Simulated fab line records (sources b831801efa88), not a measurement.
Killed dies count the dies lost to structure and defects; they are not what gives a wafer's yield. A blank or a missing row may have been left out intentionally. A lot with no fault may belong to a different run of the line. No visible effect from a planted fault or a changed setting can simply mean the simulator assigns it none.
A lot that was struck, set against a sound lot ; flow sky130 ; 24 out of 708 route steps
Sound: the wafers L103.1, L103.2, L103.6. The struck wafers were L118.2, L118.4, L118.6. At the end, the cause is stated.
Per side, at each step with rows, come the tool, then ch with its chambers, and then its first start. Under that, the readings that differ: sound wafers ; struck wafers ; difference of the means ; sigmas: that difference in standard deviations of wafers without a fault.
alike: readings with means less than 2 such deviations apart, plus words and numbers identical on both sides. not compared: withheld readings, readings lacking a value on some wafer, bounds such as >300 that could conceal the same value, and numbers that have no deviation in the record and whose values overlap.
Wherever a step has rows on one side only, a row that says differs or no value, or a row with sigmas, the two part there. Non-overlapping numbers with no deviation appear without sigmas and do not part them. A reading missing from all wafers of one side parts the sides only when that side holds two or more wafers.

first, 4 steps without rows for these wafers: SKY_CAPM_SOFTBAKE_08 (time 60 s); SKY_CAPM_EXPOSE_09 (exposes mask CAPM, target cd 1000 nm); SKY_CAPM_PEB_10; SKY_CAPM_DEVELOP_11 (develop time 60 s).
SKY_CAPM_OVL_MEAS_12:
  sound on overlay-01 at day 39 18:45; struck on overlay-01 at day 44 02:24
  alike: CAPM_OVL
SKY_CAPM_METAL_ETCH_13: etches TiN in Cl2/BCl3, stops on SiO2, target depth 220 nm, time 62.9 s.
  sound on rie metal-04 ch 0,1, day 39 18:47; struck on rie metal-02 ch 0,1, day 44 02:26
  alike: drypump motor current A, oes product au, throttle valve pct
  not compared: rf hours counter h
SKY_CAPM_STRIP_14: strips in O2/N2.
  sound on plasma asher-04 ch 0,1, day 39 18:52; struck on plasma asher-04 ch 0,1, day 44 02:31
reading;sound;struck;difference;sigmas
strip time to endpoint s (s);12.80 12.76 12.75;12.64 12.65 12.62;-0.13;-2
  alike: drypump motor current A, oes product au
  not compared: rf hours counter h
then, 5 steps without rows for these wafers: SKY_CAPM_STRIP_15 (strips in post etch residue remover, time 1200 s); SKY_CAPM_CLEAN_16 (cleans in IPA, time 180 s); SKY_CAPM_CLEAN_17 (cleans in O3/DIW); SKY_METAL3_DEHYDRATE_05 (time 60 s); SKY_METAL3_HMDS_06 (prime time 60 s).
SKY_METAL3_COAT_07: resist thk 60 nm.
  sound on litho track-02 ch 0, day 40 07:38; struck on litho track-02 ch 0, day 44 13:28
reading;sound;struck;difference;sigmas
spin speed rpm (rpm);2997.3 3000.7 2999.1;3119.9 3125.3 3122.8;+123.6;+56
then, 5 steps without rows for these wafers: SKY_METAL3_COAT_08 (resist thk 1140 nm); SKY_METAL3_SOFTBAKE_09 (time 90 s); SKY_METAL3_EXPOSE_10 (exposes mask MM3, target cd 300 nm); SKY_METAL3_PEB_11; SKY_METAL3_DEVELOP_12 (develop time 60 s).
SKY_METAL3_CD_MEAS_13: the cd target is 300 nm.
  sound on cd sem-02 at day 40 20:17; struck on cd sem-01 at day 45 01:16
  alike: cd nm
SKY_METAL3_OVL_MEAS_14:
  sound on overlay-01 at day 40 20:24; struck on overlay-01 at day 45 01:23
  alike: METAL3_OVL
SKY_METAL3_DESCUM_15: chemistry O2, time 8 s.
  sound on rie metal-03 ch 0,1, day 40 20:26; struck on rie metal-03 ch 0, day 45 01:25
  alike: drypump motor current A, oes product au
  not compared: rf hours counter h
SKY_METAL3_ETCH_16: etches BARC in N2/H2, stops on SiO2, time 88.2 s, target depth 60 nm.
  sound on rie metal-03 ch 0,1, day 40 20:28; struck on rie metal-03 ch 0, day 45 01:26
reading;sound;struck;difference;sigmas
model.etch.depth nm (nm);60.24 60.37 60.22;58.91 59.1 58.97;-1.28;
  alike: drypump motor current A, oes product au, throttle valve pct
  not compared: rf hours counter h
SKY_METAL3_ETCH_17: etches SiO2 in C4F8/O2/Ar, stops on TiN, time 3.9 s, target depth 15 nm.
  sound on rie diel-04 ch 0,3, day 40 20:34; struck on rie diel-02 ch 0,3, day 45 01:32
  alike: oes product au
  not compared: rf hours counter h
following that, these wafers have no rows for 1 step: SKY_PAD_OPEN_PROBE_99.

== WHERE THEY PART ==
Earliest at SKY_CAPM_STRIP_14; latest, in this record, at SKY_METAL3_COAT_07. Later steps at which nothing parts them and some readings are alike: SKY_METAL3_CD_MEAS_13, SKY_METAL3_OVL_MEAS_14, SKY_METAL3_DESCUM_15, SKY_METAL3_ETCH_16, SKY_METAL3_ETCH_17.

WHY: the cause the simulator had injected
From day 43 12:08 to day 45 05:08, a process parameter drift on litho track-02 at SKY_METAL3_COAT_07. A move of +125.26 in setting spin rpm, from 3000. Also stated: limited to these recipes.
